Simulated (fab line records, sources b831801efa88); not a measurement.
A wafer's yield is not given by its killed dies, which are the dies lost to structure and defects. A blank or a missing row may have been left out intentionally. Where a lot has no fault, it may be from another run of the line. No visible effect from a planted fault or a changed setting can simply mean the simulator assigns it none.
Commonality check across tools -- flow gf180mcu -- 42 wafers sampled across 14 lots

== REASON IT WAS OPENED ==
Of 14 lots, 2 have the reading MVSD_OVL flagged at GF_MVSD_OVL_MEAS_07. Fault-free wafers read 0.8 nm, with a standard deviation of 1.3.
Rule: a lot gets a flag if all its wafers with a number sit over 4 standard deviations from that mean, or if no wafer of it has a number. As for the other lots, they are considered sound.

lot,measured,on,"MVSD_OVL (nm), wafer by wafer",flag
L664,day 5 02:14,overlay-02,-1.5 2.6 1.0,
L665,day 5 08:41,overlay-02,3.0 1.3 1.7,
L666,day 5 12:11,overlay-01,2.6 2.1 3.2,
L667,day 5 15:41,overlay-02,2.7 -0.9 1.2,
L668,day 6 01:56,overlay-01,-0.3 0.0 1.5,
L670,day 6 09:47,overlay-02,-0.3 -1.6 -0.6,
L672,day 6 23:23,overlay-02,1.3 0.5 1.8,
L673,day 7 04:36,overlay-02,1.8 2.8 1.0,
L674,day 7 11:21,overlay-01,1.9 2.6 1.6,
L680,day 8 21:12,overlay-02,239.4 241.3 240.1,FLAGGED
L681,day 9 01:53,overlay-02,242.0 241.5 240.1,FLAGGED
L682,day 9 07:26,overlay-02,0.0 0.0 2.9,
L683,day 9 13:31,overlay-02,1.4 1.7 0.9,
L684,day 9 19:11,overlay-01,0.7 -0.5 -0.2,
On average the flagged lots read 240.7 nm, which is +239.9 nm against the usual, or +99 or more standard deviations.

== WHICH TOOL EACH LOT WENT THROUGH ==
The record holds 1 process step before the reading, out of a route of 602 steps. Cell contents, in order: the tool; ch with the chambers the sampled wafers went through; the start.
lot,flag,GF_MVSD_EXPOSE_04
L664,,"iline stepper-02 ch 0, day 4 19:32"
L665,,"iline stepper-01 ch 0, day 5 01:52"
L666,,"iline stepper-02 ch 0, day 5 05:11"
L667,,"iline stepper-02 ch 0, day 5 08:53"
L668,,"iline stepper-01 ch 0, day 5 17:55"
L670,,"iline stepper-01 ch 0, day 6 02:14"
L672,,"iline stepper-01 ch 0, day 6 15:53"
L673,,"iline stepper-02 ch 0, day 6 20:20"
L674,,"iline stepper-02 ch 0, day 7 03:20"
L680,FLAGGED,"iline stepper-02 ch 0, day 8 13:04"
L681,FLAGGED,"iline stepper-02 ch 0, day 8 17:55"
L682,,"iline stepper-01 ch 0, day 8 23:07"
L683,,"iline stepper-01 ch 0, day 9 04:09"
L684,,"iline stepper-01 ch 0, day 9 10:17"
These steps, and what they do:
- GF_MVSD_EXPOSE_04: exposes mask MVSD, target cd 1000 nm.
- GF_MVSD_OVL_MEAS_07

== FLAGGED OVER TOTAL, TOOL BY TOOL (the gauges that took the reading come last) ==
step,tool,lots run,flagged,share of the flagged lots,sound lots run after its first flagged lot
GF_MVSD_EXPOSE_04,iline stepper-01,7,0,none,-
GF_MVSD_EXPOSE_04,iline stepper-02,7,2,all,0
GF_MVSD_OVL_MEAS_07,overlay-01,4,0,none,-
GF_MVSD_OVL_MEAS_07,overlay-02,10,2,all,"2 (L682,L683)"

== WHAT THE TABLE ALLOWS ==
Table rows that saw every flagged lot: 2, namely iline stepper-02 at GF_MVSD_EXPOSE_04 and overlay-02 at GF_MVSD_OVL_MEAS_07.
- iline stepper-02 at GF_MVSD_EXPOSE_04 ran 7 lots, 2 of them flagged. Last sound lot L674 at day 7 03:20, first flagged lot L680 at day 8 13:04; a fault beginning in between fits.
- overlay-02 at GF_MVSD_OVL_MEAS_07 ran 10 lots, 2 of them flagged. Lots that were sound ran on it after the first flagged one (L682, L683); a persistent fault on the entire tool would not allow that.
Left over: one tool, iline stepper-02 at GF_MVSD_EXPOSE_04.

== WHAT THE SIMULATOR HAD INSERTED ==
Scanner matching overlay: iline stepper-02, from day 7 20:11 on, at GF_MVSD_EXPOSE_04. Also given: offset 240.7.
Lots struck among those shown: L680, L681. The rule above reached the same finding.
